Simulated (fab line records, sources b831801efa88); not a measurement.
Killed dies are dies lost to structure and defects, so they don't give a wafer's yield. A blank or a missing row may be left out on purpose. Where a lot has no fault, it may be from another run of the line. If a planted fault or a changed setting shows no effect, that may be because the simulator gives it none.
A lot that was struck, set against a sound lot / flow sky130 / 14 steps out of a route of 708
Sound: these wafers, L237.2, L237.3, L237.6. Wafers struck: L240.1, L240.4, L240.5. At the end, the cause is stated.
For every step that has rows: the tool of each side, followed by ch and its chambers, followed by its first start. Under that, the readings that differ: sound wafers / struck wafers / difference of the means / sigmas: that difference in standard deviations of wafers without a fault.
alike: same words and numbers on both sides, and readings whose means sit less than 2 such deviations apart. not compared: any withheld reading, any reading some wafer has no value for, any bound like >300 that may hide the same value, and any number with overlapping values for which the record gives no deviation.
Wherever a step has rows on one side only, a row that says differs or no value, or a row with sigmas, the two part there. When numbers do not overlap yet have no deviation, they are printed without sigmas and do not part them. A reading that every wafer of one side lacks parts them only if that side has two wafers or more.

first, 4 steps without rows for these wafers: SKY_LDD_HVN_SOFTBAKE_03 (time 60 s); SKY_LDD_HVN_EXPOSE_04 (exposes mask HVNTM, target cd 700 nm); SKY_LDD_HVN_PEB_05; SKY_LDD_HVN_DEVELOP_06 (develop time 60 s).
SKY_LDD_HVN_OVL_MEAS_07:
  sound: overlay-02 at day 21 08:05; struck: overlay-01 at day 22 23:21
  alike: LDD_HVN_OVL
following that, these wafers have no rows for 1 step: SKY_LDD_HVN_IMPLANT_08.
SKY_LDD_HVN_STRIP_09: strips in O2/N2.
  sound on plasma_asher-03 ch 0,1, day 21 08:16; struck on plasma_asher-02 ch 0,1, day 22 23:32
  alike: drypump_motor_current_A, oes_product_au, strip_time_to_endpoint_s
  not compared: rf_hours_counter_h
SKY_LDD_HVN_TW_MEAS_10:
  sound: film_metro-03 at day 21 08:23; struck: film_metro-03 at day 22 23:38
  alike: LDD_HVN_TW
then, 4 steps without rows for these wafers: SKY_LDD_HVP_DEHYDRATE_00 (time 60 s); SKY_LDD_HVP_HMDS_01 (prime time 60 s); SKY_LDD_HVP_COAT_02 (resist thk 300 nm); SKY_LDD_HVP_SOFTBAKE_03 (time 60 s).
SKY_LDD_HVP_EXPOSE_04: exposes mask HVPTM, target cd 700 nm.
  sound on iline_stepper-01 ch 0, day 21 23:24; struck on iline_stepper-01 ch 0, day 23 15:52
reading=model.LDD_HVP.overlay_x_nm (nm); sound=0.7513 0.7513 0.7513; struck=3.124 3.124 3.124; difference=+2.373; sigmas=
  alike: mask
following that, these wafers have no rows for 1 step: SKY_LDD_HVP_PEB_05.

== WHERE THEY PART ==
Nowhere in this record.

WHY: what the simulator had put in
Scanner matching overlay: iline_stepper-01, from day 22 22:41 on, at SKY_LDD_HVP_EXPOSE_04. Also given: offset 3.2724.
